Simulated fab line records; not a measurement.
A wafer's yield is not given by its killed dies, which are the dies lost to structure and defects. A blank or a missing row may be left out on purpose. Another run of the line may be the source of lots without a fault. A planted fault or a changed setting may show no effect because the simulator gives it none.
A lot that was struck, set against a sound lot || flow gf180mcu || 43 steps out of a route of 602
Sound: these wafers, L859.2, L859.3, L859.6. Wafers L866.2, L866.4, L866.5 were the ones struck. The cause comes at the end.
Order at every step that has rows: each side's tool, ch and its chambers, its first start. Under that, the readings that differ: sound wafers || struck wafers || difference of the means || sigmas: that difference in standard deviations of wafers without a fault.
alike: readings whose means differ by less than 2 such deviations, and words and numbers that are the same on both sides. not compared: withheld readings, readings that some wafer has no value for, bounds like >300 that may hide the same value, and numbers for which the record gives no deviation and whose values overlap.
A row with sigmas, a row that says differs or no value, or rows on one side alone: a step with any of these is where the two part. Non-overlapping numbers with no deviation appear without sigmas and do not part them. Lack of a reading on every wafer of one side parts them only where that side has two or more wafers.

GF_HV_LDD_STRIP_10: strips in O2/N2.
  sound on plasma asher-02 ch 1, day 12 01:04; struck on plasma asher-03 ch 0,1, day 14 03:10
  alike: drypump motor current A, heater power w, oes product au, strip time to endpoint s
  not compared: rf hours counter h
GF_HV_LDD_TW_MEAS_11:
  struck on film metro-01, day 14 03:17; sound on film metro-03, day 12 01:11
{"reading": "HV_LDD_TW", "sound": "2379 2384 2391", "struck": "2472 2468 2474", "difference": "+87", "sigmas": "+2"}
then, 7 steps without rows for these wafers: GF_HV_LDD_DEHYDRATE_12 (time 60 s); GF_HV_LDD_HMDS_13 (prime time 60 s); GF_HV_LDD_COAT_14 (resist thk 1000 nm); GF_HV_LDD_SOFTBAKE_15 (time 60 s); GF_HV_LDD_EXPOSE_16 (exposes mask Pplus LV AREA, target cd 400 nm); GF_HV_LDD_PEB_17; GF_HV_LDD_DEVELOP_18 (develop time 60 s).
GF_HV_LDD_CD_MEAS_19: the cd target is 400 nm.
  struck on cd sem-01, day 15 00:26; sound on cd sem-02, day 12 20:23
  alike: cd nm
GF_HV_LDD_OVL_MEAS_20:
  struck on overlay-02, day 15 00:32; sound on overlay-02, day 12 20:29
  alike: HV_LDD_01_OVL
after that, 1 step had no rows for these wafers: GF_HV_LDD_IMPLANT_21.
GF_HV_LDD_STRIP_22: strips in O2/N2.
  sound on plasma asher-03 ch 1, day 12 20:40; struck on plasma asher-01 ch 0,1, day 15 00:43
  alike: drypump motor current A, heater power w, oes product au, strip time to endpoint s
  not compared: rf hours counter h
GF_HV_LDD_TW_MEAS_23:
  struck on film metro-04, day 15 00:50; sound on film metro-04, day 12 20:47
  alike: HV_LDD_2_TW
then, 7 steps without rows for these wafers: GF_HV_LDD_DEHYDRATE_24 (time 60 s); GF_HV_LDD_HMDS_25 (prime time 60 s); GF_HV_LDD_COAT_26 (resist thk 1000 nm); GF_HV_LDD_SOFTBAKE_27 (time 60 s); GF_HV_LDD_EXPOSE_28 (exposes mask Nplus HV AREA, target cd 400 nm); GF_HV_LDD_PEB_29; GF_HV_LDD_DEVELOP_30 (develop time 60 s).
GF_HV_LDD_CD_MEAS_31: the cd target is 400 nm.
  struck on cd sem-02, day 15 22:38; sound on cd sem-02, day 13 17:08
  alike: cd nm
GF_HV_LDD_OVL_MEAS_32:
  struck on overlay-02, day 15 22:45; sound on overlay-02, day 13 17:14
  alike: HV_LDD_02_OVL
then, 4 steps without rows for these wafers: GF_HV_LDD_IMPLANT_33; GF_HV_LDD_IMPLANT_34; GF_HV_LDD_IMPLANT_35; GF_HV_LDD_IMPLANT_36.
GF_HV_LDD_STRIP_37: strips in O2/N2.
  sound on plasma asher-02 ch 0,1, day 13 17:52; struck on plasma asher-03 ch 0,1, day 15 23:23
  alike: drypump motor current A, heater power w, oes product au, strip time to endpoint s
  not compared: rf hours counter h
GF_HV_LDD_TW_MEAS_38:
  struck on film metro-01, day 15 23:29; sound on film metro-01, day 13 17:59
  alike: HV_LDD_3_TW
then, 7 steps without rows for these wafers: GF_HV_LDD_DEHYDRATE_39 (time 60 s); GF_HV_LDD_HMDS_40 (prime time 60 s); GF_HV_LDD_COAT_41 (resist thk 1000 nm); GF_HV_LDD_SOFTBAKE_42 (time 60 s); GF_HV_LDD_EXPOSE_43 (exposes mask Pplus HV AREA, target cd 400 nm); GF_HV_LDD_PEB_44; GF_HV_LDD_DEVELOP_45 (develop time 60 s).
GF_HV_LDD_CD_MEAS_46: the cd target is 400 nm.
  struck on cd sem-02, day 16 21:32; sound on cd sem-01, day 14 14:29
  alike: cd nm
GF_HV_LDD_OVL_MEAS_47:
  struck on overlay-01, day 16 21:39; sound on overlay-02, day 14 14:36
  alike: HV_LDD_03_OVL
after that, 1 step had no rows for these wafers: GF_HV_LDD_IMPLANT_48.
GF_HV_LDD_STRIP_49: strips in O2/N2.
  sound on plasma asher-03 ch 0,1, day 14 14:47; struck on plasma asher-01 ch 0,1, day 16 21:50
  alike: drypump motor current A, heater power w, oes product au, strip time to endpoint s
  not compared: rf hours counter h
GF_HV_LDD_TW_MEAS_50:
  struck on film metro-04, day 16 21:56; sound on film metro-03, day 14 14:53
  alike: HV_LDD_4_TW
then, 1 step without rows for these wafers: GF_HV_LDD_CLEAN_51 (cleans in SC1/SC2, time 150 s).
-- a jump in the record: the struck wafers' starts before and after are 16 days apart (it breaks off in module HV_LDD and resumes in module PASSIVATION, where the first step shown is number 602 of the route) --
GF_PASSIVATION_PROBE_99:
  the record has rows for the struck wafers here (prober-01, day 32 18:59) and none for the sound ones

## WHERE THEY PART
Last at GF_PASSIVATION_PROBE_99 as far as this record goes, first at GF_HV_LDD_TW_MEAS_11.

WHY: the cause the simulator had injected
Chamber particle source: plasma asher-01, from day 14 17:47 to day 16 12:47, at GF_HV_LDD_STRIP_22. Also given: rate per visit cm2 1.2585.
